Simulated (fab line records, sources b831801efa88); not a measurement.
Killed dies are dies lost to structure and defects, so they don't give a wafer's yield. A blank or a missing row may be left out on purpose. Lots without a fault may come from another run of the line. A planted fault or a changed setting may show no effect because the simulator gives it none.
fab line records | flow sky130
record lots=5 wafers=15 last_day=50
route steps=708 shown NWELL@61
lots that met no fault: from a run of the same line without faults
start_h: hours from the record's first day to the start of the lot's first wafer shown | wait_h: hours since the lot's step before | " the same as in the row above | L1.1+2: a row that stands for several wafers | - no value, or no start given | * or withheld: withheld | < > ~ a bound
route shown NAME@n: a module of which the file shows steps, and the number in the route of the first | usual: mean/standard deviation of fault-free wafers | same: alike in all rows | chamber/n: place in a boat | sites: the reading at each site | _std_site: their standard deviation | _edge_site: outer sites' mean less inner sites' | radius_mm: how far each site lies from the wafer's centre | mask NAME#n: copy n | behind: the tool/chamber that last shaped the wafer | hold: why the lot was held/for how many hours/how that ended | device: the transistor (n, p or np) that didn't switch | end of line: the same wafers' tests at the end of the route | a step without rows: its recipe alone | killed: dies lost to structure and defects at the first sort, not the wafer's yield | map: a wafer's dies, x killed, . not, _ none there
set.NAME: the setting as run; set.NAME@STEP: as run at that earlier step | model.NAME: the simulator's own value behind a step, which no gauge read
lots at some steps of the route; a table a step, a row a wafer
services: from which hour (start_h, from the record's first day; less than 0 if before it) a tool's chamber was out of use, for how many hours, and why
## steps
# step SKY_NWELL_PEB_08
# recipe temp_c=115 time_s=withheld
# columns lot.wafer tool chamber start_h wait_h
L079.2+3+5 litho_track-02 0 - -
L083.3+5+6 litho_track-04 0 - -
L084.1+3+4 litho_track-02 0 - -
L089.3+5+6 litho_track-02 0 - -
L094.1+4+6 litho_track-01 0 - -
# step SKY_NWELL_DEVELOP_09
# recipe wall_angle_deg=90 developer=TMAH develop_time_s=60 dev_temp_c=23
# columns lot.wafer tool chamber start_h wait_h
L079.2+3+5 litho_track-02 0 - -
L083.3+5+6 litho_track-04 0 - -
L084.1+3+4 litho_track-02 0 - -
L089.3+5+6 litho_track-02 0 - -
L094.1+4+6 litho_track-01 0 - -
# step SKY_NWELL_OVL_MEAS_10
# usual NWELL_00_OVL=-0.5/1.5
# columns lot.wafer tool chamber start_h wait_h NWELL_00_OVL[nm]
L079.2 overlay-01 - 133.88 - -0.2
L079.3 " - " " 0.5
L079.5 " - " " 0.6
L083.3 overlay-01 - 154.46 - 1.2
L083.5 " - " " -0.9
L083.6 " - " " -0.5
L084.1 overlay-02 - 154.52 - -1.4
L084.3 " - " " -0.6
L084.4 " - " " -0.9
L089.3 overlay-02 - 190.33 - 0.6
L089.5 " - " " 1.7
L089.6 " - " " 1.7
L094.1 overlay-02 - 205.78 - 1.7
L094.4 " - " " -1.1
L094.6 " - " " 1.0
# step SKY_NWELL_IMPLANT_11
# recipe species=P energy_kev=400 dose_cm2=1.9e+13 tilt_deg=withheld
# columns lot.wafer tool chamber start_h wait_h
L079.2+3+5 implanter-04 0 133.93 0.0
L084.1+3+4 implanter-04 0 154.56 0.0
L083.3+5+6 implanter-02 0 154.56 0.1
L089.3+5+6 implanter-03 0 190.41 0.1
L094.1+4+6 implanter-04 0 205.82 0.0
# step SKY_NWELL_IMPLANT_12
# recipe species=P energy_kev=120 dose_cm2=1.3e+12 tilt_deg=withheld
# columns lot.wafer tool chamber start_h wait_h
L079.2+3+5 implanter-04 0 134.08 0.1
L084.1+3+4 implanter-04 0 154.71 0.1
L083.3+5+6 implanter-02 0 154.71 0.1
L089.3+5+6 implanter-03 0 190.56 0.1
L094.1+4+6 implanter-04 0 205.97 0.1
# step SKY_NWELL_IMPLANT_13
# recipe species=P energy_kev=50 dose_cm2=7e+11 tilt_deg=withheld
# columns lot.wafer tool chamber start_h wait_h
L079.2+3+5 implanter-04 0 134.23 0.1
L084.1+3+4 implanter-04 0 154.86 0.1
L083.3+5+6 implanter-02 0 154.86 0.1
L089.3+5+6 implanter-03 0 190.71 0.1
L094.1+4+6 implanter-04 0 206.12 0.1
# step SKY_NWELL_STRIP_14
# recipe chemistry=O2/N2 power_w=1400 pressure_mtorr=1500 platen_temp_c=withheld o2_flow_sccm=3000 n2_flow_sccm=300 overash_fraction=0.5
# usual drypump_motor_current_A=5.5/0.43 oes_product_au=0.723/0.0046 strip_time_to_endpoint_s=36.98/0.11
# columns lot.wafer tool chamber start_h wait_h drypump_motor_current_A oes_product_au rf_hours_counter_h strip_time_to_endpoint_s
L079.2 plasma_asher-04 1 134.36 0.1 5.2 0.735 44 36.82
L079.3 " 0 " " 5.8 0.726 - 36.95
L079.5 " 0 " " 5.8 0.724 - 36.84
L083.3 plasma_asher-04 0 154.99 0.1 5.8 0.717 - 37.18
L083.5 " 1 " " 5.2 0.719 - 37.28
L083.6 " 0 " " 5.8 0.721 - 37.16
L084.1 plasma_asher-03 1 155.01 0.1 6.2 0.720 45 36.93
L084.3 " 0 " " 5.3 0.727 - 37.00
L084.4 " 1 " " 6.2 0.728 - 37.02
L089.3 plasma_asher-04 0 190.84 0.1 5.8 0.724 - 36.97
L089.5 " 0 " " 5.8 0.727 - 37.04
L089.6 " 1 " " 5.2 0.722 - 36.97
L094.1 plasma_asher-03 1 206.27 0.1 6.2 0.721 49 37.04
L094.4 " 1 " " 6.2 0.729 - 37.09
L094.6 " 1 " " 6.3 0.720 - 37.07
# step SKY_NWELL_TW_MEAS_15
# usual NWELL_TW=1815/11
# columns lot.wafer tool chamber start_h wait_h NWELL_TW
L079.2 film_metro-01 - 134.47 0.1 1802
L079.3 " - " " 1824
L079.5 " - " " 1802
L083.3 film_metro-02 - 155.08 0.1 1822
L083.5 " - " " 1830
L083.6 " - " " 1821
L084.1 film_metro-01 - 155.12 0.1 1798
L084.3 " - " " 1802
L084.4 " - " " 1798
L089.3 film_metro-04 - 190.93 0.1 1808
L089.5 " - " " 1798
L089.6 " - " " 1814
L094.1 film_metro-04 - 206.37 0.1 1814
L094.4 " - " " 1804
L094.6 " - " " 1809
# step SKY_NWELL_DEHYDRATE_16
# recipe temp_c=200 time_s=60
# columns lot.wafer tool chamber start_h wait_h
L079.2+3+5 litho_track-02 0 142.85 8.4
L083.3+5+6 litho_track-04 0 165.09 10.0
L084.1+3+4 litho_track-01 0 165.13 10.0
L089.3+5+6 litho_track-04 0 201.19 10.3
L094.1+4+6 litho_track-02 0 216.22 9.8
# step SKY_NWELL_HMDS_17
# recipe prime_time_s=60 prime_temp_c=120
# columns lot.wafer tool chamber start_h wait_h
L079.2+3+5 litho_track-02 0 143.00 0.1
L083.3+5+6 litho_track-04 0 165.24 0.1
L084.1+3+4 litho_track-01 0 165.28 0.1
L089.3+5+6 litho_track-04 0 201.34 0.1
L094.1+4+6 litho_track-02 0 216.37 0.1
# step SKY_NWELL_COAT_18
# recipe spin_rpm=2000 resist_thk_nm=3000
# columns lot.wafer tool chamber start_h wait_h
L079.2+3+5 litho_track-02 0 143.15 0.1
L083.3+5+6 litho_track-04 0 165.39 0.1
L084.1+3+4 litho_track-01 0 165.43 0.1
L089.3+5+6 litho_track-04 0 201.49 0.1
L094.1+4+6 litho_track-02 0 216.52 0.1
# step SKY_NWELL_SOFTBAKE_19
# recipe temp_c=110 time_s=withheld
# columns lot.wafer tool chamber start_h wait_h
L079.2+3+5 litho_track-02 0 143.30 0.1
L083.3+5+6 litho_track-04 0 165.56 0.1
L084.1+3+4 litho_track-01 0 165.58 0.1
L089.3+5+6 litho_track-04 0 201.66 0.1
L094.1+4+6 litho_track-02 0 216.67 0.1
# step SKY_NWELL_EXPOSE_20
# recipe mask_id=NWM_COMPLEMENT na=0.6 source_shape=conventional sigma_outer=0.6 polarization=unpolarized target_cd_nm=840 dose_mj=260
# columns lot.wafer tool chamber start_h wait_h mask
L079.2+3+5 iline_stepper-01 0 - - NWM_COMPLEMENT#0
L083.3+5+6 iline_stepper-02 0 - - NWM_COMPLEMENT#0
L084.1+3+4 iline_stepper-01 0 - - NWM_COMPLEMENT#0
L089.3+5+6 iline_stepper-02 0 - - NWM_COMPLEMENT#0
L094.1+4+6 iline_stepper-02 0 - - NWM_COMPLEMENT#0
# step SKY_NWELL_PEB_21
# recipe temp_c=115 time_s=withheld
# columns lot.wafer tool chamber start_h wait_h
L079.2+3+5 litho_track-01 0 - -
L083.3+5+6 litho_track-04 0 - -
L084.1+3+4 litho_track-01 0 - -
L089.3+5+6 litho_track-04 0 - -
L094.1+4+6 litho_track-01 0 - -
# step SKY_NWELL_DEVELOP_22
# recipe wall_angle_deg=90 developer=TMAH develop_time_s=60 dev_temp_c=23
# columns lot.wafer tool chamber start_h wait_h
L079.2+3+5 litho_track-01 0 - -
L083.3+5+6 litho_track-04 0 - -
L084.1+3+4 litho_track-01 0 - -
L089.3+5+6 litho_track-04 0 - -
L094.1+4+6 litho_track-01 0 - -
# step SKY_NWELL_OVL_MEAS_23
# usual NWELL_01_OVL=-0.5/1.3
# columns lot.wafer tool chamber start_h wait_h NWELL_01_OVL[nm]
L079.2 overlay-01 - 153.64 - -2.3
L079.3 " - " " -1.8
L079.5 " - " " 0.5
L083.3 overlay-01 - 176.06 - 0.5
L083.5 " - " " 0.9
L083.6 " - " " 0.7
L084.1 overlay-02 - 176.68 - -0.3
L084.3 " - " " 1.4
L084.4 " - " " -0.7
L089.3 overlay-02 - 213.36 - -0.3
L089.5 " - " " -1.2
L089.6 " - " " 1.5
L094.1 overlay-01 - 227.13 - -0.5
L094.4 " - " " 0.2
L094.6 " - " " -1.2
# step SKY_NWELL_IMPLANT_24
# recipe species=B energy_kev=140 dose_cm2=9.2e+12 tilt_deg=withheld
# columns lot.wafer tool chamber start_h wait_h
L079.2+3+5 implanter-02 0 153.70 0.0
L083.3+5+6 implanter-03 0 176.13 0.1
L084.1+3+4 implanter-02 0 176.72 0.0
L089.3+5+6 implanter-03 0 213.43 0.1
L094.1+4+6 implanter-03 0 227.17 0.0
# step SKY_NWELL_STRIP_25
# recipe chemistry=O2/N2 power_w=1400 pressure_mtorr=1500 platen_temp_c=withheld o2_flow_sccm=3000 n2_flow_sccm=300 overash_fraction=0.5
# usual drypump_motor_current_A=5.5/0.46 oes_product_au=0.722/0.0046 strip_time_to_endpoint_s=36.96/0.11
# columns lot.wafer tool chamber start_h wait_h drypump_motor_current_A oes_product_au rf_hours_counter_h strip_time_to_endpoint_s
L079.2 plasma_asher-04 0 153.82 0.1 5.7 0.726 46 36.95
L079.3 " 1 " " 5.2 0.731 - 36.92
L079.5 " 1 " " 5.2 0.719 - 36.87
L083.3 plasma_asher-03 0 176.26 0.1 5.3 0.723 - 36.89
L083.5 " 0 " " 5.2 0.718 - 36.85
L083.6 " 1 " " 6.3 0.731 - 36.96
L084.1 plasma_asher-01 0 176.87 0.1 4.9 0.727 6 37.16
L084.3 " 0 " " 4.9 0.723 - 37.05
L084.4 " 1 " " 5.7 0.725 - 37.15
L089.3 plasma_asher-01 0 213.56 0.1 4.9 0.726 - 36.89
L089.5 " 1 " " 5.7 0.720 - 36.91
L089.6 " 0 " " 4.9 0.718 - 36.80
L094.1 plasma_asher-03 0 227.32 0.1 5.3 0.732 52 36.83
L094.4 " 0 " " 5.3 0.723 - 36.81
L094.6 " 1 " " 6.2 0.729 - 36.84
# step SKY_NWELL_TW_MEAS_26
# usual NWELL_2_TW=494/3.6
# columns lot.wafer tool chamber start_h wait_h NWELL_2_TW
L079.2 film_metro-01 - 153.93 0.1 492
L079.3 " - " " 491
L079.5 " - " " 492
L083.3 film_metro-02 - 176.35 0.1 496
L083.5 " - " " 495
L083.6 " - " " 496
L084.1 film_metro-01 - 176.97 0.1 492
L084.3 " - " " 493
L084.4 " - " " 492
L089.3 film_metro-02 - 213.65 0.1 499
L089.5 " - " " 499
L089.6 " - " " 499
L094.1 film_metro-04 - 227.42 0.1 494
L094.4 " - " " 496
L094.6 " - " " 497
# step SKY_NWELL_CLEAN_27
# recipe chemistry=SC1/SC2 mix=1:4:20 temp_c=70 time_s=150 dry=n2_spin
# columns lot.wafer tool chamber start_h wait_h
L079.2+3+5 wet_bench-02 0 153.98 0.0
L083.3+5+6 wet_bench-01 1 176.39 0.0
L084.1+3+4 wet_bench-03 1 177.03 0.1
L089.3+5+6 wet_bench-03 1 213.69 0.0
L094.1+4+6 wet_bench-01 0 227.48 0.1
# step SKY_NWELL_RTA_28
# recipe temp_c=1050 time_s=30 idle_temp_c=650 ramp_up_c_per_s=150 ramp_down_c_per_s=90 ambient=N2
# usual lamp_power_pct=25.31/0.058 ramp_up_c_per_s=150.00/0.029 wafer_temp_C_max=1054.8/0.92
# columns lot.wafer tool chamber start_h wait_h lamp_power_pct ramp_up_c_per_s wafer_temp_C_max
L079.2 rtp_anneal-02 0 154.05 0.0 25.26 149.99 1053.9
L079.3 " 0 " " 25.30 149.96 1053.9
L079.5 " 0 " " 25.34 149.96 1055.2
L083.3 rtp_anneal-02 0 176.47 0.0 25.29 150.06 1053.9
L083.5 " 0 " " 25.32 149.99 1053.9
L083.6 " 0 " " 25.35 149.97 1053.7
L084.1 rtp_anneal-01 0 177.08 0.0 25.21 149.94 1054.5
L084.3 " 0 " " 25.30 150.01 1054.0
L084.4 " 0 " " 25.29 150.02 1056.1
L089.3 rtp_anneal-01 0 213.77 0.0 25.37 150.10 1054.4
L089.5 " 0 " " 25.32 149.99 1054.8
L089.6 " 0 " " 25.34 150.03 1054.2
L094.1 rtp_anneal-01 0 227.53 0.0 25.42 150.01 1055.1
L094.4 " 0 " " 25.26 150.01 1055.0
L094.6 " 0 " " 25.29 149.98 1055.9
# step SKY_NWELL_RS_MEAS_29
# recipe thk_meas_gauge=four-point-probe
# usual NWELL_RS=624.0/1.4
# columns lot.wafer tool chamber start_h wait_h NWELL_RS[ohm/sq]
L079.2 film_metro-02 - 154.15 0.1 622.9
L079.3 " - " " 622.8
L079.5 " - " " 623.3
L083.3 film_metro-04 - 176.58 0.1 626.3
L083.5 " - " " 623.6
L083.6 " - " " 624.6
L084.1 film_metro-04 - 177.18 0.1 624.2
L084.3 " - " " 624.8
L084.4 " - " " 623.4
L089.3 film_metro-02 - 213.88 0.1 624.7
L089.5 " - " " 624.7
L089.6 " - " " 625.6
L094.1 film_metro-01 - 227.63 0.1 625.4
L094.4 " - " " 625.6
L094.6 " - " " 623.0
## services
# columns tool chamber start_h hours kind
plasma_asher-01 0 117.75 - clean
plasma_asher-01 1 117.75 - clean
iline_stepper-01 0 121.50 - calibration
implanter-04 - 145.59 3.4 repair
implanter-02 - 156.09 4.1 repair
implanter-03 - 156.25 5.5 pm
implanter-04 - 164.14 2.1 repair
implanter-03 - 172.57 1.1 repair
implanter-02 - 186.22 1.2 repair
iline_stepper-01 - 186.25 4.4 pm
iline_stepper-02 - 193.80 7.2 repair
implanter-03 - 199.87 3.0 pm
litho_track-04 - 201.27 - consumable_replace:filter
implanter-02 - 205.01 2.3 pm
iline_stepper-01 - 205.32 3.6 repair
plasma_asher-04 - 207.68 24.5 repair
implanter-02 - 209.36 1.7 repair
## key
fault none
